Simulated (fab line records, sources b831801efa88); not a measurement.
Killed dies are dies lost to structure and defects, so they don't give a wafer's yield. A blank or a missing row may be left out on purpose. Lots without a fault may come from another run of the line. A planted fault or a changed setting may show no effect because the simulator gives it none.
Which tool did it? | flow sky130 | 12 lots, 36 wafers sampled, at 1 step of a route of 708

WHAT THE GAUGES READ, wafer by wafer
SKY_SD_N_RS_MEAS_16: measures by four-point-probe.
lot  | measured     | on            | SD_N_RS (ohm/sq)
L075 | day 28 12:22 | film_metro-03 | 68.76 68.68 68.67
L077 | day 29 12:04 | film_metro-01 | 68.80 68.70 68.68
L079 | day 29 23:52 | film_metro-01 | 68.36 68.46 68.29
L081 | day 30 12:49 | film_metro-01 | 68.47 68.50 68.40
L082 | day 31 10:59 | film_metro-04 | 68.42 68.38 68.43
L085 | day 32 03:23 | film_metro-01 | 68.61 68.55 68.57
L087 | day 32 23:44 | film_metro-01 | 68.39 68.47 68.39
L089 | day 33 03:43 | film_metro-01 | 68.29 68.49 68.50
L091 | day 33 18:08 | film_metro-03 | 68.53 68.46 68.57
L093 | day 34 13:56 | film_metro-01 | 68.66 68.58 68.50
L095 | day 35 08:52 | film_metro-01 | 68.36 68.40 68.40
L097 | day 35 18:03 | film_metro-03 | 68.65 68.59 68.56

WHICH TOOL RAN EACH LOT (tool, then ch and the chambers of the sampled wafers, then the start)
The record holds no process step before these readings.

THE ANSWER, worked out from the rows above alone
Rule: what is usual is taken from the lots themselves. Put in order of their means at a reading, lots are off if they are a third of the lots or fewer, leave a main group of 4 or more, and stand apart from it by a gap of 3 or more times the standard deviation of the main group's means; of several such gaps the widest counts. A main group whose means are all the same, to the digits that the tables above print for the reading, isn't used. A lot without any number at a reading at which 4 lots or more have one is off too. The other lots that the step has rows for count as sound.
No lot is off at any reading shown: from this, nothing can be told.

WHAT THE SIMULATOR HAD PUT IN
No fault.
